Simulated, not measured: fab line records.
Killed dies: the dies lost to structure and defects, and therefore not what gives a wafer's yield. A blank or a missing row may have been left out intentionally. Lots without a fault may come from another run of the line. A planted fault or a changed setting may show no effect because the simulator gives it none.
Which of the tools did it? ; flow sky130 ; 11 lots, 33 wafers sampled, at 4 steps of a route of 708

WHAT THE GAUGES SHOWED, per wafer
SKY_VT_ADJUST_HVTR_CD_MEAS_07 targets a cd of 380 nm. Usual: cd nm at 378.9 nm, with a standard deviation of 2.5.
lot;measured;on;cd nm (nm);flag
L377;day 9 00:40;cd sem-02;380.8 382.2 381.6;
L378;day 9 19:46;cd sem-01;385.6 383.1 381.7;
L379;day 10 13:30;cd sem-02;378.1 377.4 375.9;
L381;day 10 16:14;cd sem-02;380.0 378.6 376.9;
L380;day 10 17:18;cd sem-02;376.7 375.3 374.4;
L382;day 11 08:04;cd sem-02;378.2 378.7 377.1;
L383;day 11 22:15;cd sem-01;376.5 378.0 378.6;
L385;day 12 05:44;cd sem-02;382.0 379.6 381.1;
L384;day 12 07:09;cd sem-02;377.1 381.5 378.8;
L395;day 14 21:32;cd sem-01;379.6 380.7 381.3;
L396;day 15 03:12;cd sem-01;373.6 377.2 377.0;

SKY_GATE_OXIDE_THK_MEAS_02. Usual: GATE_OXIDE_OXIDATION_00_THK 10.28 nm, standard deviation 0.19.
lot;measured;on;GATE_OXIDE_OXIDATION_00_THK (nm);flag
L377;day 12 07:58;film metro-01;10.19 10.14 10.21;
L378;day 13 02:37;film metro-01;10.31 10.42 10.41;
L379;day 14 00:46;film metro-04;10.05 10.09 10.06;
L381;day 14 02:47;film metro-04;10.24 10.28 10.05;
L380;day 14 03:54;film metro-04;10.12 10.12 10.04;
L382;day 14 21:49;film metro-01;9.94 9.73 10.04;
L383;day 15 10:34;film metro-02;10.46 10.64 10.63;
L385;day 15 19:25;film metro-01;10.75 10.62 10.62;
L384;day 15 20:38;film metro-01;10.19 10.21 10.25;
L395;day 18 16:53;film metro-01;7.86 8.05 7.84;OFF
L396;day 19 05:25;film metro-01;7.84 8.07 7.96;OFF

SKY_POLY_GATE_CD_MEAS_13 targets a cd of 150 nm. Usual: cd nm at 150.1 nm, with a standard deviation of 1.2.
lot;measured;on;cd nm (nm);flag
L377;day 15 18:56;cd sem-01;149.6 150.0 149.9;
L378;day 16 19:11;cd sem-01;150.4 150.1 149.0;
L379;day 17 16:07;cd sem-02;148.6 147.9 149.7;
L381;day 17 16:16;cd sem-01;150.2 150.6 151.2;
L380;day 17 23:15;cd sem-02;148.7 148.5 149.7;
L382;day 18 18:23;cd sem-02;148.7 148.8 148.5;
L383;day 19 09:24;cd sem-02;149.4 149.8 148.9;
L385;day 19 15:06;cd sem-01;150.6 152.5 151.9;
L384;day 19 20:59;cd sem-02;150.3 150.7 150.3;
L395;day 22 18:31;cd sem-01;151.0 151.1 150.7;
L396;day 23 06:38;cd sem-02;152.0 150.6 151.6;

WHICH TOOL RAN EACH LOT (tool, then ch and the chambers of the sampled wafers, then the start)
lot;SKY_GATE_OXIDE_OXIDATION_01
L377;furnace-01 ch 0, day 12 06:33
L378;furnace-01 ch 0, day 13 01:13
L379;furnace-01 ch 0, day 13 23:20
L381;furnace-02 ch 0, day 14 01:22
L380;furnace-01 ch 0, day 14 02:29
L382;furnace-01 ch 0, day 14 20:25
L383;furnace-02 ch 0, day 15 09:10
L385;furnace-02 ch 0, day 15 18:00
L384;furnace-01 ch 0, day 15 19:13
L395;furnace-01 ch 0, day 18 15:28
L396;furnace-01 ch 0, day 19 04:00
- SKY_GATE_OXIDE_OXIDATION_01: stabilise 600 s, purge 300 s, target thk 10.268 nm.

AS READ BY THE TOOLS THEMSELVES (means over the sampled wafers that have a number; for cases with no such wafer, the mark the record gives instead)
SKY_GATE_OXIDE_OXIDATION_01. Usual: spike tc bottom C is 914.8 C with standard deviation 1.1, spike tc centre C is 900.8 C with standard deviation 0.96, spike tc lower C is 901.8 C with standard deviation 1, spike tc top C is 906.9 C with standard deviation 1.1, spike tc upper C is 901.3 C with standard deviation 1.6, tube center temp C is 899.99 C with standard deviation 0.085, and tube_center_temp_C_max is 902.3 with standard deviation 0.37.
lot;tool;spike tc bottom C (C);spike tc centre C (C);spike tc lower C (C);spike tc top C (C);spike tc upper C (C);tube center temp C (C);tube_center_temp_C_max;flag
L377;furnace-01;914.3;900.6;902.1;906.5;902.3;899.91;902.0;
L378;furnace-01;914.9;900.3;902.1;906.9;901.1;900.00;902.3;
L379;furnace-01;914.6;901.5;900.9;906.1;901.8;899.97;902.4;
L381;furnace-02;916.3;901.3;901.0;907.4;898.2;900.02;902.2;
L380;furnace-01;914.3;901.6;900.7;906.8;902.0;900.04;902.7;
L382;furnace-01;914.5;901.0;902.4;905.6;901.3;899.96;902.3;
L383;furnace-02;916.1;900.2;900.7;908.4;899.2;899.97;901.9;
L385;furnace-02;915.8;901.0;902.6;907.8;899.1;900.07;902.1;
L384;furnace-01;913.8;900.0;901.6;906.2;901.7;899.92;902.4;
L395;furnace-01;891.1;879.0;879.1;883.7;879.7;877.39;879.8;OFF
L396;furnace-01;891.8;877.8;880.4;883.7;879.3;877.39;880.1;OFF

THE ANSWER, worked out from the rows above alone
Rule: lot off if the mean of its wafers having a number is beyond 3 standard deviations from the usual mean. A lot without any number at a reading at which 4 lots or more have one is off too. Where the step has rows for the other lots, those lots are counted as sound. The gauges are gone through in route order, then the tools' own readings, and for those a lot's mean is taken as printed above. The first step at which some lot is off is used, and at that step the reading that is off furthest; a lot without a number counts as furthest.
Off: L395, L396, seen at SKY_GATE_OXIDE_THK_MEAS_02 (GATE_OXIDE_OXIDATION_00_THK).
If a tool, at a process step before that reading, ran all the lots that are off and no sound lot after the first of them, it fits. The gauges at SKY_GATE_OXIDE_THK_MEAS_02 aren't tried: what is off there is off at SKY_GATE_OXIDE_OXIDATION_01 too, on other tools, and a gauge's error can't cause that. One fits: furnace-01 at SKY_GATE_OXIDE_OXIDATION_01. Its last sound lot is L384 (day 15 19:13), its first lot that is off L395 (day 18 15:28): a fault that began between those two fits.
The tool's own readings at SKY_GATE_OXIDE_OXIDATION_01 bear it out: on the lots that are off they differ by more than 5 times the standard deviation of the sound lots' means. spike tc bottom C reads 891.5 C there against 915.0 C on the sound lots; spike tc centre C reads 878.4 C there against 900.8 C on the sound lots; spike tc lower C reads 879.8 C there against 901.6 C on the sound lots; spike tc top C reads 883.7 C there against 906.9 C on the sound lots; spike tc upper C reads 879.5 C there against 900.7 C on the sound lots; tube center temp C reads 877.39 C there against 899.98 C on the sound lots; tube_center_temp_C_max reads 880.0 there against 902.3 on the sound lots.

WHAT HAD BEEN PUT IN BY THE SIMULATOR
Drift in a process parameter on furnace-01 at SKY_GATE_OXIDE_OXIDATION_01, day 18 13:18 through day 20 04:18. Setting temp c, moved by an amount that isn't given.
Lots struck among those shown: L395, L396. This agrees with what the rule above found.
